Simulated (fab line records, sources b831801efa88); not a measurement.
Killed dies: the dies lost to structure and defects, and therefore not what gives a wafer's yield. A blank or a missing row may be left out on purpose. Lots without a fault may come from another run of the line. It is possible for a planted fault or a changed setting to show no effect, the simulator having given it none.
Which of the tools did it? || flow gf180mcu || 24 lots, 72 wafers sampled, at 4 steps of a route of 602

WHAT THE GAUGES READ, wafer by wafer
GF_POLY_GATE_CD_MEAS_18.
{"lot": "L074", "measured": "day 9 07:37", "on": "cd-sem-02", "cd-nm (nm)": "279.2 278.5 280.5"}
{"lot": "L075", "measured": "day 9 13:43", "on": "cd-sem-02", "cd-nm (nm)": "280.1 279.7 281.7"}
{"lot": "L076", "measured": "day 9 18:02", "on": "cd-sem-01", "cd-nm (nm)": "279.7 280.3 276.9"}
{"lot": "L077", "measured": "day 10 01:17", "on": "cd-sem-01", "cd-nm (nm)": "280.9 278.7 278.7"}
{"lot": "L078", "measured": "day 10 09:20", "on": "cd-sem-02", "cd-nm (nm)": "276.1 281.6 280.1"}
{"lot": "L079", "measured": "day 10 18:46", "on": "cd-sem-02", "cd-nm (nm)": "278.8 282.3 280.6"}
{"lot": "L080", "measured": "day 11 01:13", "on": "cd-sem-02", "cd-nm (nm)": "277.6 276.1 279.9"}
{"lot": "L081", "measured": "day 11 04:07", "on": "cd-sem-01", "cd-nm (nm)": "273.6 280.7 279.6"}
{"lot": "L082", "measured": "day 11 18:15", "on": "cd-sem-02", "cd-nm (nm)": "280.3 278.8 278.3"}
{"lot": "L083", "measured": "day 11 22:13", "on": "cd-sem-01", "cd-nm (nm)": "278.8 279.1 277.4"}
{"lot": "L084", "measured": "day 12 07:18", "on": "cd-sem-01", "cd-nm (nm)": "282.1 279.8 281.5"}
{"lot": "L085", "measured": "day 12 12:43", "on": "cd-sem-01", "cd-nm (nm)": "281.1 280.8 278.2"}
{"lot": "L086", "measured": "day 12 18:09", "on": "cd-sem-01", "cd-nm (nm)": "279.6 280.2 280.4"}
{"lot": "L087", "measured": "day 13 00:49", "on": "cd-sem-02", "cd-nm (nm)": "280.1 284.4 281.7"}
{"lot": "L088", "measured": "day 13 10:41", "on": "cd-sem-01", "cd-nm (nm)": "278.5 274.2 277.3"}
{"lot": "L089", "measured": "day 13 15:53", "on": "cd-sem-01", "cd-nm (nm)": "279.5 278.8 281.1"}
{"lot": "L090", "measured": "day 14 04:22", "on": "cd-sem-02", "cd-nm (nm)": "284.4 281.8 280.4"}
{"lot": "L091", "measured": "day 14 05:49", "on": "cd-sem-01", "cd-nm (nm)": "275.4 278.4 279.5"}
{"lot": "L092", "measured": "day 14 20:51", "on": "cd-sem-02", "cd-nm (nm)": "279.2 280.0 279.0"}
{"lot": "L093", "measured": "day 15 01:56", "on": "cd-sem-02", "cd-nm (nm)": "282.0 280.3 281.9"}
{"lot": "L094", "measured": "day 15 08:28", "on": "cd-sem-02", "cd-nm (nm)": "280.2 279.6 281.1"}
{"lot": "L095", "measured": "day 15 14:05", "on": "cd-sem-02", "cd-nm (nm)": "276.2 279.7 279.9"}
{"lot": "L096", "measured": "day 15 23:05", "on": "cd-sem-02", "cd-nm (nm)": "279.3 276.8 278.1"}
{"lot": "L097", "measured": "day 16 09:04", "on": "cd-sem-02", "cd-nm (nm)": "280.0 280.4 278.7"}

GF_V4_BOW_MEAS_05.
{"lot": "L074", "measured": "day 23 13:25", "on": "film-metro-04", "V4_BOW (um)": "138 138 135"}
{"lot": "L075", "measured": "day 23 22:49", "on": "film-metro-04", "V4_BOW (um)": "132 140 131"}
{"lot": "L076", "measured": "day 24 01:41", "on": "film-metro-01", "V4_BOW (um)": "152 141 135"}
{"lot": "L077", "measured": "day 24 13:36", "on": "film-metro-01", "V4_BOW (um)": "136 126 135"}
{"lot": "L078", "measured": "day 24 23:58", "on": "film-metro-04", "V4_BOW (um)": "136 132 144"}
{"lot": "L079", "measured": "day 25 05:41", "on": "film-metro-01", "V4_BOW (um)": "158 150 154"}
{"lot": "L080", "measured": "day 25 18:52", "on": "film-metro-01", "V4_BOW (um)": "148 150 156"}
{"lot": "L081", "measured": "day 26 00:01", "on": "film-metro-01", "V4_BOW (um)": "132 141 152"}
{"lot": "L082", "measured": "day 26 08:00", "on": "film-metro-04", "V4_BOW (um)": "137 129 135"}
{"lot": "L083", "measured": "day 26 20:10", "on": "film-metro-03", "V4_BOW (um)": "142 128 134"}
{"lot": "L084", "measured": "day 27 00:08", "on": "film-metro-01", "V4_BOW (um)": "160 136 145"}
{"lot": "L085", "measured": "day 27 05:25", "on": "film-metro-04", "V4_BOW (um)": "125 132 132"}
{"lot": "L086", "measured": "day 27 14:43", "on": "film-metro-03", "V4_BOW (um)": "126 127 116"}
{"lot": "L087", "measured": "day 27 17:59", "on": "film-metro-01", "V4_BOW (um)": "151 154 135"}
{"lot": "L088", "measured": "day 28 03:34", "on": "film-metro-04", "V4_BOW (um)": "129 136 132"}
{"lot": "L089", "measured": "day 28 09:31", "on": "film-metro-03", "V4_BOW (um)": "116 112 112"}
{"lot": "L090", "measured": "day 28 21:18", "on": "film-metro-03", "V4_BOW (um)": "153 132 139"}
{"lot": "L091", "measured": "day 28 22:56", "on": "film-metro-04", "V4_BOW (um)": "126 133 137"}
{"lot": "L092", "measured": "day 29 16:25", "on": "film-metro-01", "V4_BOW (um)": "137 146 135"}
{"lot": "L093", "measured": "day 29 16:52", "on": "film-metro-04", "V4_BOW (um)": "125 126 112"}
{"lot": "L094", "measured": "day 29 21:19", "on": "film-metro-04", "V4_BOW (um)": "126 132 129"}
{"lot": "L095", "measured": "day 30 03:41", "on": "film-metro-01", "V4_BOW (um)": "133 123 137"}
{"lot": "L096", "measured": "day 30 12:03", "on": "film-metro-01", "V4_BOW (um)": "141 130 129"}
{"lot": "L097", "measured": "day 30 18:06", "on": "film-metro-04", "V4_BOW (um)": "116 123 133"}

TOOL THAT RAN EACH LOT (tool first, then ch and the chambers of the sampled wafers, then the start)
{"lot": "L074", "GF_V3_SPUTTER_22": "pvd-sputter-03, day 22 12:19", "GF_M4_SPUTTER_00": "pvd-sputter-01, day 22 12:57"}
{"lot": "L075", "GF_V3_SPUTTER_22": "pvd-sputter-04, day 22 21:50", "GF_M4_SPUTTER_00": "pvd-sputter-02, day 22 22:29"}
{"lot": "L076", "GF_V3_SPUTTER_22": "pvd-sputter-01, day 23 01:35", "GF_M4_SPUTTER_00": "pvd-sputter-02, day 23 02:13"}
{"lot": "L077", "GF_V3_SPUTTER_22": "pvd-sputter-01, day 23 13:01", "GF_M4_SPUTTER_00": "pvd-sputter-04, day 23 13:38"}
{"lot": "L078", "GF_V3_SPUTTER_22": "pvd-sputter-01, day 23 20:50", "GF_M4_SPUTTER_00": "pvd-sputter-01, day 23 21:28"}
{"lot": "L079", "GF_V3_SPUTTER_22": "pvd-sputter-04, day 24 04:53", "GF_M4_SPUTTER_00": "pvd-sputter-01, day 24 05:31"}
{"lot": "L080", "GF_V3_SPUTTER_22": "pvd-sputter-03, day 24 19:26", "GF_M4_SPUTTER_00": "pvd-sputter-04, day 24 20:04"}
{"lot": "L081", "GF_V3_SPUTTER_22": "pvd-sputter-03, day 24 23:11", "GF_M4_SPUTTER_00": "pvd-sputter-02, day 25 01:17"}
{"lot": "L082", "GF_V3_SPUTTER_22": "pvd-sputter-03, day 25 08:43", "GF_M4_SPUTTER_00": "pvd-sputter-04, day 25 09:20"}
{"lot": "L083", "GF_V3_SPUTTER_22": "pvd-sputter-01, day 25 21:35", "GF_M4_SPUTTER_00": "pvd-sputter-01, day 25 22:17"}
{"lot": "L084", "GF_V3_SPUTTER_22": "pvd-sputter-04, day 26 01:14", "GF_M4_SPUTTER_00": "pvd-sputter-04, day 26 01:52"}
{"lot": "L085", "GF_V3_SPUTTER_22": "pvd-sputter-01, day 26 06:40", "GF_M4_SPUTTER_00": "pvd-sputter-04, day 26 07:18"}
{"lot": "L086", "GF_V3_SPUTTER_22": "pvd-sputter-04, day 26 16:35", "GF_M4_SPUTTER_00": "pvd-sputter-01, day 26 17:13"}
{"lot": "L087", "GF_V3_SPUTTER_22": "pvd-sputter-03, day 26 20:28", "GF_M4_SPUTTER_00": "pvd-sputter-01, day 26 21:05"}
{"lot": "L088", "GF_V3_SPUTTER_22": "pvd-sputter-01, day 27 05:53", "GF_M4_SPUTTER_00": "pvd-sputter-01, day 27 06:31"}
{"lot": "L089", "GF_V3_SPUTTER_22": "pvd-sputter-03, day 27 11:11", "GF_M4_SPUTTER_00": "pvd-sputter-01, day 27 11:50"}
{"lot": "L090", "GF_V3_SPUTTER_22": "pvd-sputter-01, day 27 23:33", "GF_M4_SPUTTER_00": "pvd-sputter-04, day 28 00:11"}
{"lot": "L091", "GF_V3_SPUTTER_22": "pvd-sputter-01, day 28 01:44", "GF_M4_SPUTTER_00": "pvd-sputter-01, day 28 02:22"}
{"lot": "L092", "GF_V3_SPUTTER_22": "pvd-sputter-04, day 28 19:36", "GF_M4_SPUTTER_00": "pvd-sputter-02, day 28 20:14"}
{"lot": "L093", "GF_V3_SPUTTER_22": "pvd-sputter-03, day 28 19:37", "GF_M4_SPUTTER_00": "pvd-sputter-04, day 28 20:14"}
{"lot": "L094", "GF_V3_SPUTTER_22": "pvd-sputter-03, day 29 00:19", "GF_M4_SPUTTER_00": "pvd-sputter-04, day 29 00:56"}
{"lot": "L095", "GF_V3_SPUTTER_22": "pvd-sputter-04, day 29 06:19", "GF_M4_SPUTTER_00": "pvd-sputter-04, day 29 06:57"}
{"lot": "L096", "GF_V3_SPUTTER_22": "pvd-sputter-04, day 29 15:01", "GF_M4_SPUTTER_00": "pvd-sputter-02, day 29 15:39"}
{"lot": "L097", "GF_V3_SPUTTER_22": "pvd-sputter-04, day 29 21:50", "GF_M4_SPUTTER_00": "pvd-sputter-02, day 29 22:28"}
- GF_V3_SPUTTER_22: material TiN, target thk 10 nm, time 40 s.
- GF_M4_SPUTTER_00: material Ti, target thk 37.5 nm, time 150 s.

WHAT THE TOOLS THEMSELVES READ (means of the sampled wafers that have a number; where no wafer has one, the mark that the record gives instead)
GF_V3_SPUTTER_22.
{"lot": "L074", "tool": "pvd-sputter-03", "throttle-valve-pct (%)": 31.6}
{"lot": "L075", "tool": "pvd-sputter-04", "throttle-valve-pct (%)": 30.0}
{"lot": "L076", "tool": "pvd-sputter-01", "throttle-valve-pct (%)": 29.8}
{"lot": "L077", "tool": "pvd-sputter-01", "throttle-valve-pct (%)": 28.9}
{"lot": "L078", "tool": "pvd-sputter-01", "throttle-valve-pct (%)": 29.4}
{"lot": "L079", "tool": "pvd-sputter-04", "throttle-valve-pct (%)": 29.1}
{"lot": "L080", "tool": "pvd-sputter-03", "throttle-valve-pct (%)": 29.8}
{"lot": "L081", "tool": "pvd-sputter-03", "throttle-valve-pct (%)": 30.1}
{"lot": "L082", "tool": "pvd-sputter-03", "throttle-valve-pct (%)": 29.5}
{"lot": "L083", "tool": "pvd-sputter-01", "throttle-valve-pct (%)": 29.6}
{"lot": "L084", "tool": "pvd-sputter-04", "throttle-valve-pct (%)": 30.4}
{"lot": "L085", "tool": "pvd-sputter-01", "throttle-valve-pct (%)": 29.4}
{"lot": "L086", "tool": "pvd-sputter-04", "throttle-valve-pct (%)": 30.1}
{"lot": "L087", "tool": "pvd-sputter-03", "throttle-valve-pct (%)": 29.7}
{"lot": "L088", "tool": "pvd-sputter-01", "throttle-valve-pct (%)": 29.6}
{"lot": "L089", "tool": "pvd-sputter-03", "throttle-valve-pct (%)": 30.8}
{"lot": "L090", "tool": "pvd-sputter-01", "throttle-valve-pct (%)": 28.9}
{"lot": "L091", "tool": "pvd-sputter-01", "throttle-valve-pct (%)": 29.1}
{"lot": "L092", "tool": "pvd-sputter-04", "throttle-valve-pct (%)": 29.4}
{"lot": "L093", "tool": "pvd-sputter-03", "throttle-valve-pct (%)": 29.9}
{"lot": "L094", "tool": "pvd-sputter-03", "throttle-valve-pct (%)": 29.8}
{"lot": "L095", "tool": "pvd-sputter-04", "throttle-valve-pct (%)": 30.1}
{"lot": "L096", "tool": "pvd-sputter-04", "throttle-valve-pct (%)": 30.0}
{"lot": "L097", "tool": "pvd-sputter-04", "throttle-valve-pct (%)": 30.2}

GF_M4_SPUTTER_00.
{"lot": "L074", "tool": "pvd-sputter-01", "throttle-valve-pct (%)": 28.9}
{"lot": "L075", "tool": "pvd-sputter-02", "throttle-valve-pct (%)": 30.5}
{"lot": "L076", "tool": "pvd-sputter-02", "throttle-valve-pct (%)": 30.6}
{"lot": "L077", "tool": "pvd-sputter-04", "throttle-valve-pct (%)": 29.9}
{"lot": "L078", "tool": "pvd-sputter-01", "throttle-valve-pct (%)": 29.3}
{"lot": "L079", "tool": "pvd-sputter-01", "throttle-valve-pct (%)": 29.4}
{"lot": "L080", "tool": "pvd-sputter-04", "throttle-valve-pct (%)": 29.2}
{"lot": "L081", "tool": "pvd-sputter-02", "throttle-valve-pct (%)": 30.2}
{"lot": "L082", "tool": "pvd-sputter-04", "throttle-valve-pct (%)": 30.1}
{"lot": "L083", "tool": "pvd-sputter-01", "throttle-valve-pct (%)": 29.0}
{"lot": "L084", "tool": "pvd-sputter-04", "throttle-valve-pct (%)": 30.0}
{"lot": "L085", "tool": "pvd-sputter-04", "throttle-valve-pct (%)": 30.2}
{"lot": "L086", "tool": "pvd-sputter-01", "throttle-valve-pct (%)": 29.4}
{"lot": "L087", "tool": "pvd-sputter-01", "throttle-valve-pct (%)": 29.6}
{"lot": "L088", "tool": "pvd-sputter-01", "throttle-valve-pct (%)": 29.9}
{"lot": "L089", "tool": "pvd-sputter-01", "throttle-valve-pct (%)": 29.5}
{"lot": "L090", "tool": "pvd-sputter-04", "throttle-valve-pct (%)": 28.8}
{"lot": "L091", "tool": "pvd-sputter-01", "throttle-valve-pct (%)": 29.7}
{"lot": "L092", "tool": "pvd-sputter-02", "throttle-valve-pct (%)": 30.4}
{"lot": "L093", "tool": "pvd-sputter-04", "throttle-valve-pct (%)": 30.2}
{"lot": "L094", "tool": "pvd-sputter-04", "throttle-valve-pct (%)": 30.2}
{"lot": "L095", "tool": "pvd-sputter-04", "throttle-valve-pct (%)": 31.2}
{"lot": "L096", "tool": "pvd-sputter-02", "throttle-valve-pct (%)": 30.6}
{"lot": "L097", "tool": "pvd-sputter-02", "throttle-valve-pct (%)": 31.3}

THE ANSWER, worked out from the rows above alone
Rule: what is usual is taken from the lots themselves. Put in order of their means at a reading, lots are off if they are a third of the lots or fewer, leave a main group of 4 or more, and stand apart from it by a gap of 3 or more times the standard deviation of the main group's means; of several such gaps the widest counts. A main group whose means are all the same, to the digits that the tables above print for the reading, isn't used. Also off: a lot with no number at a reading for which 4 or more lots have one. All remaining lots with rows at the step are treated as sound. Order of review: gauges by route order, followed by the tools' own readings, for which a lot's mean as printed above is used. The first step at which some lot is off is used, and at that step the reading that is off furthest; a lot without a number counts as furthest.
Nothing can be told from this: no lot is off at any reading shown.

WHAT THE SIMULATOR PUT IN
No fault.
